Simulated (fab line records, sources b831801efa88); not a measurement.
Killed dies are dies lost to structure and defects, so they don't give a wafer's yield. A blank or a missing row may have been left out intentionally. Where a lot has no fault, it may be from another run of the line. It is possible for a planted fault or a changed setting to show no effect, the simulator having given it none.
Problem report, 8D (eight disciplines) form, completed by code	flow gf180mcu	the parts of the form that need people (team, actions taken, sign-off) are left out

## 1. WHAT WENT WRONG
At GF_NSD_SOFTBAKE_03, heater_power_total_W averages 58.07 W over 6 wafers from 2 lots, while fault-free wafers read 56.60 W, standard deviation 0.044. That is +33 standard deviations from the usual mean.
The step: time 60 s.
Earliest sighting: wafer L745.1 on litho_track-02 at day 16 14:08. At this step, 42 wafers from 14 lots have a number in the record. Rule for "out" (also "out of limits"): further than 4 standard deviations from the usual mean. Any other wafer with a number is counted as sound.

## 2. WHAT THIS IS AND IS NOT
question	is	is not
which readings at this step	heater_power_total_W, run_length_s	-
which lots	L745, L751	L735, L737, L739, L741, L742, L743, L744, L746, L755, L756, L757, L758
which wafers of those lots	all that have a number	-
read on which tools	litho_track-02	litho_track-03, litho_track-04
when	from day 16 14:08	up to then (24 sound wafers); but 12 sound wafers of L755, L756, L757, L758 came after

## 3. THE SUSPECTS, EACH WITH WHAT RULES IT OUT
Counting: a tool at a process step up to the reading stays a suspect if it ran every lot that is out and no sound lot after the first of them.
- litho_track-02 at GF_NSD_SOFTBAKE_03 (time 60 s): ruled out as a lasting fault. After its first lot that is out, L745 (day 16 14:08), sound lots L756, L758 ran on it.
Left after counting: nothing in the record.

## 4. THE CAUSE (what the simulator had put in)
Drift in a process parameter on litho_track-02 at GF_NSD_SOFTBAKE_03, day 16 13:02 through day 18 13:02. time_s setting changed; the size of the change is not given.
Counting ruled it out, wrongly.

## 5. THE CHAIN OF EFFECTS, in route order
Each row: a reading where the mean over the struck wafers with a number is more than 3 standard deviations away from the usual. Readings are gone through only where the record gives a usual standard deviation; hours: the median, over the lots, of the time from a lot's start at the first step in this table giving one to that lot's start at this step; sigmas: the change measured in usual standard deviations.
hours	step	reading	usual	on struck wafers	change	sigmas
0	GF_NSD_SOFTBAKE_03	heater_power_total_W	56.60 W	58.07	+1.47	+33
0	GF_NSD_SOFTBAKE_03	run_length_s	89.03 s	84.68	-4.35	-23
It contains these process steps:
- GF_NSD_SOFTBAKE_03: time 60 s.

## 6. HOW IT WOULD HAVE BEEN CAUGHT EARLIER
In this record the first reading out of limits was taken at day 16 14:08, 1 hour after the fault began at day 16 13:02.
